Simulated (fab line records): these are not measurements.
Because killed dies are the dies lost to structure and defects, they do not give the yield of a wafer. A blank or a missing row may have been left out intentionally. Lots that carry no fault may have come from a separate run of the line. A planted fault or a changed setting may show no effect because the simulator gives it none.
One fault seen from 2 desks | flow gf180mcu | each desk has only its own numbers; what lay behind them comes last

## AT THE METROLOGY DESK
What the gauges read for every lot (on any tool): the sampled wafers with a number, averaged. Any lot whose mean is over 4 standard deviations away from the usual mean is out of limits and marked OUT; that distance is given in the brackets.
Columns: A = cd_nm at GF_M2_CD_MEAS_14, usual 279.9 nm
lot  | first seen here | A
L794 | day 19 01:11    | 281.6
L795 | day 19 13:03    | 280.7
L797 | day 20 11:54    | 279.2
L798 | day 21 02:35    | 278.6
L800 | day 22 02:44    | 281.0
L801 | day 22 21:49    | 276.7
L803 | day 23 13:52    | 280.2
L807 | day 24 20:26    | 281.2
L808 | day 25 04:11    | 280.8
L813 | day 26 03:01    | 280.5
L816 | day 27 01:33    | 279.2
Result from this desk: across the 11 lots, nothing is out of limits.

## FOR THE TOOL OWNER'S DESK: rie_metal-03
The tool's own readings at GF_M2_METAL_ETCH_16 (etches the open film in Cl2/BCl3, stops on SiO2, target depth 750.8 nm, time 125.1 s): means of the sampled wafers that have a number, for each lot that ran on this tool. Any lot whose mean is over 4 standard deviations away from the usual mean is out of limits and marked OUT; that distance is given in the brackets.
Columns: A = bias_w at GF_M2_METAL_ETCH_16, usual 140.0 W; B = drypump_motor_current_A at GF_M2_METAL_ETCH_16, usual 5.3 A; C = oes_product_au at GF_M2_METAL_ETCH_16, usual 0.990 a.u.; D = rf_fwd_power_W at GF_M2_METAL_ETCH_16, usual 796.7 W; E = throttle_valve_pct at GF_M2_METAL_ETCH_16, usual 28.228 %
lot  | first seen here | A     | B   | C     | D     | E
L794 | day 19 01:22    | 139.9 | 5.3 | 0.990 | 794.0 | 28.220
L798 | day 21 02:43    | 139.6 | 5.2 | 0.992 | 795.3 | 28.227
L800 | day 22 02:53    | 140.2 | 5.0 | 0.989 | 799.1 | 28.236
L803 | day 23 14:04    | 139.8 | 4.9 | 0.991 | 796.3 | 28.227
L808 | day 25 04:19    | 140.2 | 5.0 | 0.993 | 797.9 | 28.215
L813 | day 26 03:10    | 140.0 | 5.0 | 0.997 | 798.1 | 28.225
Result from this desk: across the 6 lots, nothing is out of limits.

## PUT TOGETHER
The metrology desk saw nothing out of limits.
Nothing out of limits was seen by the tool owner's desk.

## WHAT THE SIMULATOR PUT IN
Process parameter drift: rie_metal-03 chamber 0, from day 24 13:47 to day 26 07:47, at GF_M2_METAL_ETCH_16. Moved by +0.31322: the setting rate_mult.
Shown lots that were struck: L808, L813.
